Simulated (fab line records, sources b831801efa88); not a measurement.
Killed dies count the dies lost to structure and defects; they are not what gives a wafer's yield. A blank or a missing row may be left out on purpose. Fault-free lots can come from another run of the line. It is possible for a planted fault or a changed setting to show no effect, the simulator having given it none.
fab line records ; flow gf180mcu
[record] lots = 12; wafers = 36; last_day = 34
route steps=602 shown STI@24 M1@315 V1@361
lots with no fault: from the same line, run without faults
start_h: hours from the record's opening day to when the first of the lot's shown wafers began ; wait_h: how many hours have passed since the lot's step before this one ; " repeats the value in the row above ; L1.1+2: a single row standing in for several wafers ; - value missing, or start not given ; * or withheld: withheld ; < > ~ a bound
route shown NAME@n: a module of which the file shows steps, and the number in the route of the first ; usual: mean and standard deviation over wafers with no fault ; same: alike in all rows ; chamber/n: place in a boat ; sites: each site's reading ; _std_site: standard deviation of those values ; _edge_site: outer sites' mean less inner sites' ; radius_mm: for every site, how far away it sits from the centre of the wafer ; mask NAME#n: copy n ; behind: the most recent tool/chamber to have shaped the wafer ; hold: why the lot was held/for how many hours/how that ended ; device: whichever transistor did not switch (one of n, p or np) ; end of line: the tests these same wafers got at the end of their route ; a step without rows: its recipe alone ; killed: the dies lost at the first sort to structure and to defects; this is not the yield of the wafer ; map: shows each die of a wafer: x if killed, . if not, _ if none is there
set.NAME: the setting the step ran with; set.NAME@STEP: the setting that earlier step ran with ; model.NAME: the simulator's own value behind a step, which no gauge read
the route's steps for a sample of lots (tables are steps, rows are wafers)
services: a tool's chamber out of use, with start hour (start_h, from the record's first day; less than 0 if before it), hours out, and reason
[[steps]]
[step GF_STI_CVD_23]
[recipe] material = SiO2; target_thk_nm = 650; sigma_open_frac = 0.3; time_s = 108.3; temp_c = 600; sih4_flow_sccm = 60; pressure_mtorr = 6
lot.wafer;tool;chamber;start_h;wait_h
L426.1+3+6;hdpcvd-01;1,0,0;34.40;0.1
L427.4+5+6;hdpcvd-02;2,1,0;34.44;0.1
L428.1+3+4;hdpcvd-02;0,2,0;42.57;0.1
L429.1+5+6;hdpcvd-02;2,0,2;50.57;0.1
L430.1+2+4;hdpcvd-01;1,0,1;50.57;0.1
L431.2+4+5;hdpcvd-01;1,0,2;57.23;0.0
L434.3+4+6;hdpcvd-01;0,0,2;69.42;0.0
L437.3+4+6;hdpcvd-01;0,2,1;84.07;0.0
L444.1+2+6;hdpcvd-02;2,1,2;129.62;0.1
L446.2+5+6;hdpcvd-01;1,1,0;139.43;0.0
L448.1+2+6;hdpcvd-01;2,1,2;149.10;0.1
L449.1+2+4;hdpcvd-01;2,0,1;157.37;0.1
[step GF_STI_THK_MEAS_24]
[recipe] reads = SiO2_of_STI_CVD_23
[usual] STI_CVD_23_THK = 648/6.7
lot.wafer;tool;chamber;start_h;wait_h;STI_CVD_23_THK[nm]
L427.4;film_metro-04;-;34.51;0.0;642
L427.5;film_metro-04;-;34.51;0.0;648
L427.6;film_metro-04;-;34.51;0.0;639
L426.1;film_metro-02;-;34.52;0.1;649
L426.3;film_metro-02;-;34.52;0.1;643
L426.6;film_metro-02;-;34.52;0.1;649
L428.1;film_metro-03;-;42.64;0.0;656
L428.3;film_metro-03;-;42.64;0.0;651
L428.4;film_metro-03;-;42.64;0.0;647
L429.1;film_metro-04;-;50.65;0.0;645
L429.5;film_metro-04;-;50.65;0.0;646
L429.6;film_metro-04;-;50.65;0.0;654
L430.1;film_metro-03;-;50.65;0.0;638
L430.2;film_metro-03;-;50.65;0.0;643
L430.4;film_metro-03;-;50.65;0.0;648
L431.2;film_metro-03;-;57.32;0.0;644
L431.4;film_metro-03;-;57.32;0.0;646
L431.5;film_metro-03;-;57.32;0.0;649
L434.3;film_metro-02;-;69.52;0.1;810
L434.4;film_metro-02;-;69.52;0.1;807
L434.6;film_metro-02;-;69.52;0.1;653
L437.3;film_metro-03;-;84.17;0.1;806
L437.4;film_metro-03;-;84.17;0.1;652
L437.6;film_metro-03;-;84.17;0.1;652
L444.1;film_metro-04;-;129.70;0.0;641
L444.2;film_metro-04;-;129.70;0.0;642
L444.6;film_metro-04;-;129.70;0.0;648
L446.2;film_metro-03;-;139.52;0.0;645
L446.5;film_metro-03;-;139.52;0.0;634
L446.6;film_metro-03;-;139.52;0.0;640
L448.1;film_metro-03;-;149.17;0.0;652
L448.2;film_metro-03;-;149.17;0.0;641
L448.6;film_metro-03;-;149.17;0.0;644
L449.1;film_metro-03;-;157.44;0.0;641
L449.2;film_metro-03;-;157.44;0.0;642
L449.4;film_metro-03;-;157.44;0.0;645
[step GF_STI_CMP_25]
[recipe] stop_on = Si3N4; t_overpolish_s = 33; down_force_psi = 4; platen_rpm = 60; target_thk_nm = 524.6; pad_velocity_m_s = 0.94248
[usual] motor_current_A = 11.5/0.89; retaining_ring_pressure_frac = 1.000/0.0048; time_to_endpoint_s = 122/4.4
lot.wafer;tool;chamber;start_h;wait_h;motor_current_A;retaining_ring_pressure_frac;time_to_endpoint_s
L427.4;cmp-02;1;34.65;0.1;11.6;1.002;125
L427.6;cmp-02;1;34.65;0.1;11.9;1.002;123
L427.5;cmp-02;2;34.65;0.1;11.2;1.000;119
L426.1;cmp-02;1;34.95;0.4;12.8;0.991;122
L426.3;cmp-02;2;34.95;0.4;10.8;1.007;115
L426.6;cmp-02;2;34.95;0.4;10.8;1.005;119
L428.1;cmp-01;0;42.70;0.1;12.6;1.000;113
L428.4;cmp-01;1;42.70;0.1;12.3;1.009;123
L428.3;cmp-01;2;42.70;0.1;10.8;0.997;124
L430.1;cmp-01;2;50.71;0.1;10.2;0.993;122
L430.2;cmp-01;3;50.71;0.1;10.3;1.004;121
L430.4;cmp-01;0;50.71;0.1;12.6;1.002;111
L429.1;cmp-02;3;50.86;0.2;12.3;0.994;121
L429.6;cmp-02;0;50.86;0.2;11.9;0.995;122
L429.5;cmp-02;1;50.86;0.2;12.5;0.999;125
L431.2;cmp-02;2;57.37;0.0;10.6;1.001;123
L431.4;cmp-02;1;57.37;0.0;12.2;1.007;126
L431.5;cmp-02;2;57.37;0.0;10.6;0.999;125
L434.3;cmp-01;1;69.66;0.1;11.7;0.998;155
L434.4;cmp-01;2;69.66;0.1;9.6;0.999;146
L434.6;cmp-01;0;69.66;0.1;12.3;0.993;111
L437.4;cmp-02;1;84.21;0.0;12.2;1.011;125
L437.3;cmp-02;2;84.21;0.0;10.2;0.999;148
L437.6;cmp-02;2;84.21;0.0;10.3;1.009;124
L444.1;cmp-02;3;129.81;0.1;11.3;1.001;123
L444.2;cmp-02;1;129.81;0.1;11.7;1.008;128
L444.6;cmp-02;2;129.81;0.1;10.6;1.000;125
L446.2;cmp-02;3;139.72;0.2;12.0;1.006;126
L446.5;cmp-02;0;139.72;0.2;11.5;1.003;122
L446.6;cmp-02;1;139.72;0.2;12.8;1.002;130
L448.1;cmp-02;3;149.25;0.1;12.2;0.999;123
L448.2;cmp-02;2;149.25;0.1;10.6;1.004;121
L448.6;cmp-02;0;149.25;0.1;11.7;0.998;124
L449.4;cmp-02;2;157.50;0.0;10.2;1.006;124
L449.1;cmp-02;3;157.50;0.0;11.8;0.999;121
L449.2;cmp-02;1;157.50;0.0;12.5;1.004;121
[step GF_M1_SPUTTER_00]
[recipe] material = Ti; target_thk_nm = 37.5; arriving_ion_energy_ev = 80; substrate_temp_c = 200; chamber_pressure_pa = 2; power_w = 4000; time_s = 150
[usual] throttle_valve_pct = 30.4/1.5
lot.wafer;tool;chamber;start_h;wait_h;throttle_valve_pct
L427.4;pvd_sputter-03;-;373.06;0.1;29.8
L427.5;pvd_sputter-03;-;373.06;0.1;29.5
L427.6;pvd_sputter-03;-;373.06;0.1;31.3
L426.1;pvd_sputter-03;-;377.62;0.2;29.7
L426.3;pvd_sputter-03;-;377.62;0.2;30.7
L426.6;pvd_sputter-03;-;377.62;0.2;29.4
L428.1;pvd_sputter-01;-;385.30;0.1;29.7
L428.3;pvd_sputter-01;-;385.30;0.1;33.1
L428.4;pvd_sputter-01;-;385.30;0.1;32.4
L429.1;pvd_sputter-03;-;393.77;0.2;29.8
L429.5;pvd_sputter-03;-;393.77;0.2;29.9
L429.6;pvd_sputter-03;-;393.77;0.2;27.3
L430.1;pvd_sputter-01;-;395.34;0.1;30.0
L430.2;pvd_sputter-01;-;395.34;0.1;32.3
L430.4;pvd_sputter-01;-;395.34;0.1;30.9
L431.2;pvd_sputter-03;-;407.04;0.1;30.3
L431.4;pvd_sputter-03;-;407.04;0.1;29.9
L431.5;pvd_sputter-03;-;407.04;0.1;29.3
L434.3;pvd_sputter-01;-;430.99;0.1;29.9
L434.4;pvd_sputter-01;-;430.99;0.1;33.0
L434.6;pvd_sputter-01;-;430.99;0.1;32.7
L437.3;pvd_sputter-01;-;457.11;0.2;32.8
L437.4;pvd_sputter-01;-;457.11;0.2;32.4
L437.6;pvd_sputter-01;-;457.11;0.2;32.9
L444.1;pvd_sputter-03;-;539.45;0.2;31.0
L444.2;pvd_sputter-03;-;539.45;0.2;30.3
L444.6;pvd_sputter-03;-;539.45;0.2;30.1
L446.2;pvd_sputter-03;-;558.86;0.1;27.3
L446.5;pvd_sputter-03;-;558.86;0.1;30.0
L446.6;pvd_sputter-03;-;558.86;0.1;31.1
L448.1;pvd_sputter-01;-;565.39;0.2;32.3
L448.2;pvd_sputter-01;-;565.39;0.2;33.0
L448.6;pvd_sputter-01;-;565.39;0.2;29.9
L449.1;pvd_sputter-02;-;571.19;0.1;28.9
L449.2;pvd_sputter-02;-;571.19;0.1;30.2
L449.4;pvd_sputter-02;-;571.19;0.1;30.0
[step GF_M1_METAL_ETCH_16]
[recipe] chemistry = Cl2/BCl3; mask_material = KrF; target_depth_nm = 627.5; stop_on = SiO2; pressure_mtorr = 8; icp_w = 800; bias_w = 140; Cl2_flow_sccm = 80; bcl3_flow_sccm = 40; time_s = 104.6
[usual] drypump_motor_current_A = 6.1/0.59; oes_product_au = 0.972/0.0071; throttle_valve_pct = 28.250/0.01
lot.wafer;tool;chamber;start_h;wait_h;drypump_motor_current_A;oes_product_au;rf_hours_counter_h;throttle_valve_pct
L427.4;rie_metal-04;1;396.13;0.0;6.5;0.970;-;28.235
L427.5;rie_metal-04;1;396.13;0.0;6.5;0.985;-;28.250
L427.6;rie_metal-04;0;396.13;0.0;6.7;0.972;-;28.264
L426.1;rie_metal-03;1;400.29;0.0;5.8;0.968;0;28.261
L426.3;rie_metal-03;0;400.29;0.0;5.2;0.965;-;28.246
L426.6;rie_metal-03;0;400.29;0.0;5.2;0.973;-;28.253
L428.1;rie_metal-04;0;408.35;0.0;6.7;0.962;10;28.271
L428.3;rie_metal-04;1;408.35;0.0;6.6;0.964;-;28.270
L428.4;rie_metal-04;0;408.35;0.0;6.7;0.963;-;28.266
L429.1;rie_metal-03;1;416.70;0.0;5.8;0.983;0;28.246
L429.5;rie_metal-03;1;416.70;0.0;5.8;0.974;-;28.260
L429.6;rie_metal-03;1;416.70;0.0;5.7;0.972;-;28.250
L430.1;rie_metal-02;1;418.84;0.0;6.8;0.961;6;28.246
L430.2;rie_metal-02;0;418.84;0.0;5.6;0.969;5;28.250
L430.4;rie_metal-02;0;418.84;0.0;5.7;0.965;-;28.245
L431.2;rie_metal-02;0;430.39;0.0;5.6;0.975;6;28.239
L431.4;rie_metal-02;0;430.39;0.0;5.6;0.977;-;28.246
L431.5;rie_metal-02;1;430.39;0.0;6.8;0.969;-;28.253
L434.3;rie_metal-04;1;455.07;0.1;6.5;0.967;-;28.257
L434.4;rie_metal-04;1;455.07;0.1;6.5;0.970;-;28.241
L434.6;rie_metal-04;1;455.07;0.1;6.5;0.970;-;28.242
L437.3;rie_metal-02;0;481.48;0.1;5.7;0.970;-;28.244
L437.4;rie_metal-02;1;481.48;0.1;6.8;0.973;-;28.246
L437.6;rie_metal-02;0;481.48;0.1;5.7;0.972;-;28.231
L444.1;rie_metal-04;0;562.55;0.0;6.7;0.987;2;28.229
L444.2;rie_metal-04;1;562.55;0.0;6.6;0.986;5;28.239
L444.6;rie_metal-04;0;562.55;0.0;6.7;0.976;-;28.240
L446.2;rie_metal-03;1;581.13;0.0;5.8;0.978;4;28.243
L446.5;rie_metal-03;0;581.13;0.0;5.2;0.975;-;28.245
L446.6;rie_metal-03;1;581.13;0.0;5.8;0.969;-;28.258
L448.1;rie_metal-04;0;586.74;0.0;6.8;0.983;3;28.252
L448.2;rie_metal-04;1;586.74;0.0;6.6;0.972;6;28.237
L448.6;rie_metal-04;1;586.74;0.0;6.6;0.961;-;28.243
L449.1;rie_metal-03;1;593.48;0.0;5.8;0.975;4;28.262
L449.2;rie_metal-03;0;593.48;0.0;5.2;0.973;3;28.257
L449.4;rie_metal-03;1;593.48;0.0;5.8;0.967;-;28.262
[step GF_V1_CMP_26]
[recipe] stop_on = SiO2; down_force_psi = 3.5; platen_rpm = 60; t_overpolish_s = 15; target_thk_nm = 0; pad_velocity_m_s = 0.94248
[usual] motor_current_A = 10.5/0.73; overpolish_run_s = 14.999/0.0094; retaining_ring_pressure_frac = 1.000/0.0048; time_to_endpoint_s = 83/4
lot.wafer;tool;chamber;start_h;wait_h;motor_current_A;overpolish_run_s;retaining_ring_pressure_frac;time_to_endpoint_s
L427.4;cmp-01;0;421.80;0.1;11.5;14.988;1.008;78
L427.5;cmp-01;2;421.80;0.1;9.8;14.994;0.996;86
L427.6;cmp-01;3;421.80;0.1;9.6;14.996;1.000;87
L426.1;cmp-01;1;425.64;0.1;10.5;15.000;0.998;87
L426.3;cmp-01;2;425.64;0.1;10.2;14.993;1.003;87
L426.6;cmp-01;1;425.64;0.1;11.1;15.003;0.996;87
L428.4;cmp-01;3;433.73;0.0;9.6;14.997;1.003;85
L428.1;cmp-01;0;433.73;0.0;11.7;15.002;1.011;77
L428.3;cmp-01;1;433.73;0.0;10.8;14.998;1.004;83
L429.1;cmp-01;3;441.89;0.1;9.5;15.000;0.993;88
L429.5;cmp-01;3;441.89;0.1;9.3;15.010;1.000;87
L429.6;cmp-01;0;441.89;0.1;12.2;14.979;1.001;82
L430.2;cmp-02;1;444.80;0.0;11.1;14.988;0.991;86
L430.4;cmp-02;2;444.80;0.0;10.4;14.995;0.998;84
L430.1;cmp-02;3;444.80;0.0;10.8;15.004;1.006;82
L431.2;cmp-02;0;456.59;0.1;10.3;15.003;0.989;86
L431.4;cmp-02;1;456.59;0.1;11.7;15.001;1.002;88
L431.5;cmp-02;3;456.59;0.1;10.2;15.006;1.004;82
L434.4;cmp-02;0;482.12;0.1;10.4;15.002;1.001;82
L434.3;cmp-02;1;482.12;0.1;11.1;15.001;1.010;85
L434.6;cmp-02;3;482.12;0.1;10.7;14.996;0.997;84
L437.3;cmp-02;1;507.75;0.1;10.7;15.008;1.001;87
L437.4;cmp-02;3;507.75;0.1;11.0;14.991;1.001;81
L437.6;cmp-02;1;507.75;0.1;11.6;14.996;1.002;87
L444.2;cmp-01;2;586.33;0.0;10.3;14.999;0.996;80
L444.1;cmp-01;1;586.33;0.0;10.5;15.008;0.999;81
L444.6;cmp-01;2;586.33;0.0;9.7;14.999;1.006;79
L446.2;cmp-01;1;605.41;0.2;10.5;14.990;1.006;80
L446.6;cmp-01;2;605.41;0.2;9.6;14.997;1.005;79
L446.5;cmp-01;3;605.41;0.2;9.6;15.009;0.996;78
L448.1;cmp-02;3;610.20;0.1;11.1;14.997;0.997;77
L448.2;cmp-02;2;610.20;0.1;9.8;15.017;0.999;75
L448.6;cmp-02;0;610.20;0.1;10.6;15.001;1.001;77
L449.4;cmp-02;3;617.11;0.1;11.0;15.002;0.998;79
L449.1;cmp-02;0;617.11;0.1;10.6;15.011;0.996;82
L449.2;cmp-02;1;617.11;0.1;12.2;15.022;0.996;81
[[services]]
tool;chamber;start_h;hours;kind
cmp-02;-;32.77;1.6;repair
cmp-01;-;33.35;4.3;repair
cmp-01;-;64.00;4.0;pm
cmp-02;-;86.04;4.2;repair
cmp-01;-;112.56;3.2;pm
cmp-01;-;117.79;2.4;repair
cmp-01;-;118.56;0.5;repair
cmp-02;-;151.41;1.1;repair
cmp-01;-;152.53;11.5;pm
cmp-02;-;161.21;16.9;repair
cmp-02;-;190.03;1.8;repair
cmp-01;-;216.87;1.9;repair
cmp-02;-;219.70;1.9;repair
cmp-02;-;232.00;4.0;pm
cmp-02;-;254.31;4.6;repair
cmp-02;-;263.17;6.8;pm
cmp-01;-;295.75;0.6;repair
cmp-01;-;338.42;0.8;repair
cmp-02;-;391.84;0.5;repair
cmp-02;-;532.18;1.6;repair
cmp-02;-;556.84;0.8;repair
cmp-02;-;558.09;3.1;repair
cmp-02;-;572.00;4.0;pm
cmp-02;-;584.89;6.6;pm
[[key]]
[first_sign] step = GF_STI_THK_MEAS_24; reading = STI_CVD_23_THK; direction = up; sigmas = 24; usual = 648; struck = 808
[effect] step = GF_STI_CMP_25; reading = time_to_endpoint_s; direction = up; sigmas = 6.3; usual = *; struck = *
met_at GF_STI_CVD_23
struck_lots L434,L437
struck_wafers L434.3,L434.4,L437.3
tester_left_out L434,L437
not_acting_at GF_M1_SPUTTER_00,GF_M1_METAL_ETCH_16,GF_V1_CMP_26
onset_between 57.23 69.42
[fault] kind = process_parameter_drift; tool = hdpcvd-01; chamber = 0; onset_h = 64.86; steps = GF_STI_CVD_23; channel = target_thk_nm; offset = 156.47; shape = step; end_h = 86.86; acts_in = these_recipes_only; stated = 650
// tester_left_out: of these lots the tester's yield and bins aren't shown, on N5 and GAA mostly nor the transistor test; their killed dies are dies lost to structure and defects alone, not to doping, threshold or leakage, so they don't give the yield
